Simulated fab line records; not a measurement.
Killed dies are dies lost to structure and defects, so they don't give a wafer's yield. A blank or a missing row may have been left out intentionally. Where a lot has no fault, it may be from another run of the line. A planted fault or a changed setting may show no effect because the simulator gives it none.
8D (eight disciplines) problem report, filled in by code | flow gf180mcu | the parts of the form that need people (team, actions taken, sign-off) are left out

## 1. WHAT IS WRONG
Wafers free of any fault read 0.327 ohm/sq (standard deviation 0.005) for V2_W_RS at GF_V2_RS_MEAS_24, against a mean of 0.519 ohm/sq on 6 wafers of 2 lots. Relative to the usual mean, that is a shift of +38 standard deviations.
The step: measures by four-point-probe.
Seen first at day 23 15:23 on filmMetro-03, wafer L244.1. The record holds 33 wafers of 11 lots with a number at this step. By rule, "out" or "out of limits" means more than 4 standard deviations away from the usual mean. The rest of the wafers with a number are treated as sound.

## 2. WHAT IT IS; WHAT IT IS NOT
question                    | is                         | is not
which readings at this step | V2_W_RS                    | -
which lots                  | L244, L245                 | L235, L238, L241, L242, L253, L255, L256, L257, L258
which wafers of those lots  | all that have a number     | -
read on which gauges        | filmMetro-01, filmMetro-03 | filmMetro-04
when                        | from day 23 15:23          | up to then (12 sound wafers); but 15 sound wafers of L253, L255, L256, L257, L258 came after

## 3. SUSPECTS, AND WHAT RULES EACH OUT
Counting: a tool at any process step up to the reading remains a suspect when it ran all the lots that are out and ran no sound lot after the first of those.
- ruled out: the gauge at GF_V2_RS_MEAS_24. 2 gauges (filmMetro-01, filmMetro-03) read the wafers that are out.
- pvdSputter-03 at GF_V2_SPUTTER_22 (material TiN, target thk 10 nm, time 40 s): ruled out as a lasting fault. Following L244 (day 23 15:13), the first lot on it that is out, the sound lots L256, L257 were run on it.
- cvdW-01 at GF_V2_CVD_23 (deposits W, target thk 350 nm, time 104.94 s): ruled out as a lasting fault. Following L244 (day 23 15:16), the first lot on it that is out, the sound lots L256 were run on it.
Left after counting: nothing in the record.

## 4. THE CAUSE (what the simulator had put in)
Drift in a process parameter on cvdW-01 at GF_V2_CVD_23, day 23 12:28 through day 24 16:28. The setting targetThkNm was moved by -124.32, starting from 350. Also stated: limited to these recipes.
It was ruled out by counting, in error; the rule expects a fault to strike all lots run on its tool from its start on, and this fault did not.

## 5. SEQUENCE OF EFFECTS, ordered by route
Rows list readings where the struck wafers' mean (over those with a number) sits beyond 3 standard deviations from the usual. Only readings whose record carries a usual standard deviation are examined. hours: median over the lots of the time between each lot's start at the first step of this table that gives one and its start at this step. sigmas: the change, counted in usual standard deviations.
hours | step              | reading         | usual        | on struck wafers | change | sigmas
0     | GF_V2_RS_MEAS_24  | V2_W_RS         | 0.327 ohm/sq | 0.519            | +0.192 | +38
0     | GF_V2_THK_MEAS_25 | V2_W_THK        | 356 nm       | 224              | -132   | -20
0     | GF_V2_CMP_26      | timeToEndpointS | 85 s         | 54               | -31    | -9.7
Process steps it contains:
- GF_V2_CMP_26: polishes, stops on SiO2, t overpolish 15 s, target thk 0 nm.

## 6. WHAT WOULD HAVE CAUGHT IT SOONER
Counted from the fault's start at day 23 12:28, it took 3 hours until the first out-of-limits reading at a measuring or inspecting step in this record, taken at day 23 15:23.
No tool reading at GF_V2_CVD_23 that has a usual standard deviation in the record was out on any struck wafer, so an alarm limit of 4 standard deviations on those readings would not have fired.
